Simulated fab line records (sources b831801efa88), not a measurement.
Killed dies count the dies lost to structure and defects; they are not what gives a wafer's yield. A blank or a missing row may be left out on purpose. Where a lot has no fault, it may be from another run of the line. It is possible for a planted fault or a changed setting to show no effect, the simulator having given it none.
Chamber matching -- flow gf180mcu -- GF_MIM_CVD_05 on pecvd-04 has 3 sister chambers
The step deposits Si3N4, target thk 42 nm, time 29.086 s. 3 wafers are shown with their chamber, then 9 later ones without.

EACH WAFER AND ITS CHAMBER
wafer,chamber,heater-power-w (W)
L083.2,2,841
L085.5,1,668
L085.6,0,734

WAFERS WHOSE CHAMBER IS MISSING
wafer,heater-power-w (W)
L092.1,666
L092.2,617
L092.5,849
L095.1,585
L095.3,733
L095.6,591
L096.3,810
L096.4,796
L096.5,727

EACH ONE'S CHAMBER
wafer,from the rows above,in truth
L092.1,can't be placed: 1 or 0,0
L092.2,can't be placed: 1 or 0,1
L092.5,2,2
L095.1,can't be placed: 1 or 0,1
L095.3,can't be placed: 0 or 1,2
L095.6,can't be placed: 1 or 0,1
L096.3,can't be placed: 2 or 0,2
L096.4,can't be placed: 2 or 0 or 1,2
L096.5,can't be placed: 0 or 1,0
Placed correctly: 1 of 9. Unplaceable from these rows: 8, with the true chamber sitting among the candidates in 7. 0 placed wrongly.
How it was worked out, from the rows above alone: a wafer's distance from a chamber is the root of the sum, over the readings, of the square of ((its reading less the chamber's mean) divided by the reading's scatter). The wafer belongs to the nearest chamber; if the next one is less than 2 further off, it can't be placed. For every chamber, the mean is computed from those of its wafers that are shown. The scatter (one wafer shown for each chamber): square how far every hidden wafer sits from the nearest shown wafer, average those squares and take the square root.
